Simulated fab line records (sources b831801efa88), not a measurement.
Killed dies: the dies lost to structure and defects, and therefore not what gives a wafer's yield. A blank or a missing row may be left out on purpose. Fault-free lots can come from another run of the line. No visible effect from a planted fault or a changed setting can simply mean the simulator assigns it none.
Matching of chambers | flow sky130 | SKY_PASSIVATION_CVD_00 on pecvd-03: 3 sister chambers
The step deposits SiO2, target thk 90 nm. 3 wafers are shown with their chamber, then 11 later ones without.

== EACH WAFER AND ITS CHAMBER ==
wafer  | chamber | heaterPowerW (W)
L084.4 | 0       | 518
L084.5 | 1       | 641
L090.3 | 2       | 707

== WAFERS WITHOUT THEIR CHAMBER ==
wafer  | heaterPowerW (W)
L090.5 | 715
L090.6 | 556
L091.1 | 565
L091.4 | 685
L091.6 | 569
L094.1 | 567
L094.2 | 585
L094.5 | 574
L096.2 | 594
L096.4 | 601
L096.5 | 578

== THE CHAMBER EACH PASSED THROUGH ==
wafer  | from the rows above          | in truth
L090.5 | can't be placed: 2 or 1      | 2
L090.6 | can't be placed: 0 or 1      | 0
L091.1 | can't be placed: 0 or 1      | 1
L091.4 | can't be placed: 2 or 1      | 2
L091.6 | can't be placed: 0 or 1 or 2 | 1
L094.1 | can't be placed: 0 or 1 or 2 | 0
L094.2 | can't be placed: 1 or 0 or 2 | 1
L094.5 | can't be placed: 0 or 1 or 2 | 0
L096.2 | can't be placed: 1 or 0 or 2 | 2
L096.4 | can't be placed: 1 or 0 or 2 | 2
L096.5 | can't be placed: 0 or 1 or 2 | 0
Placed correctly: 0 of 11. From these rows, 11 cannot be placed; in 11 the true chamber is one of the candidates. Wrongly placed: 0.
How it was worked out, from the rows above alone: a wafer's distance from a chamber is the root of the sum, over the readings, of the square of ((its reading less the chamber's mean) divided by the reading's scatter). If the next closest chamber is less than 2 further off than the closest, the wafer can't be placed; otherwise it belongs to the closest. Each chamber's mean is taken over the wafers shown for it. The scatter: root of mean squared gap, hidden wafer to nearest shown wafer, with one shown wafer a chamber.
